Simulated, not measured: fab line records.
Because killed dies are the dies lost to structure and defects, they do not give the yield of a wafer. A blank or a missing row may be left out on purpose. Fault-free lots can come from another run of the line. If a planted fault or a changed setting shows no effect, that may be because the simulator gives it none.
Which tool did it? / flow gf180mcu / Sampling: 6 lots, 18 wafers, 2 of 602 route steps

WHAT THE GAUGES READ, wafer by wafer
GF_SALICIDE_RS_MEAS_04: uses a four-point probe to measure.
lot=L847; measured=day 15 22:54; on=film_metro-03; SALICIDE_TIN_RS (ohm/sq)=16.1 15.8 16.0
lot=L850; measured=day 16 18:40; on=film_metro-04; SALICIDE_TIN_RS (ohm/sq)=16.5 16.8 16.9
lot=L853; measured=day 18 01:55; on=film_metro-01; SALICIDE_TIN_RS (ohm/sq)=16.2 16.7 16.6
lot=L856; measured=day 19 03:52; on=film_metro-04; SALICIDE_TIN_RS (ohm/sq)=8.5 8.5 8.4
lot=L863; measured=day 21 23:40; on=film_metro-01; SALICIDE_TIN_RS (ohm/sq)=16.4 16.5 16.5
lot=L866; measured=day 22 12:10; on=film_metro-04; SALICIDE_TIN_RS (ohm/sq)=16.2 16.2 16.1

TOOL THAT RAN EACH LOT (tool first, then ch and the chambers of the sampled wafers, then the start)
lot=L847; GF_SALICIDE_SPUTTER_02=pvd_sputter-04, day 15 22:51
lot=L850; GF_SALICIDE_SPUTTER_02=pvd_sputter-04, day 16 18:37
lot=L853; GF_SALICIDE_SPUTTER_02=pvd_sputter-03, day 18 01:52
lot=L856; GF_SALICIDE_SPUTTER_02=pvd_sputter-02, day 19 03:37
lot=L863; GF_SALICIDE_SPUTTER_02=pvd_sputter-02, day 21 23:37
lot=L866; GF_SALICIDE_SPUTTER_02=pvd_sputter-03, day 22 12:06
- GF_SALICIDE_SPUTTER_02: material Co, target thk 10 nm, time 20 s.

THE ANSWER, worked out from the rows above alone
Rule: what is usual is taken from the lots themselves. The widest of any qualifying gaps counts: lots, ordered by their means at a reading, are off when they make up no more than a third of the lots, leave a main group of 4 or more, and stand apart from it by 3 or more times the standard deviation of that group's means. If all means in a main group match to the digits the tables above print for the reading, that group is not used. A lot without any number at a reading at which 4 lots or more have one is off too. Where the step has rows for the other lots, those lots are counted as sound.
Off: at GF_SALICIDE_RS_MEAS_04 (SALICIDE_TIN_RS), L856. The main group has a mean of 16.4 ohm/sq with a standard deviation of 0.27.
A tool fits if, at a process step before that reading, it ran every lot that is off, and no sound lot after the first of them. The gauges at GF_SALICIDE_RS_MEAS_04 are tried like those tools. None of those tried fits.

WHAT WAS PUT IN BY THE SIMULATOR
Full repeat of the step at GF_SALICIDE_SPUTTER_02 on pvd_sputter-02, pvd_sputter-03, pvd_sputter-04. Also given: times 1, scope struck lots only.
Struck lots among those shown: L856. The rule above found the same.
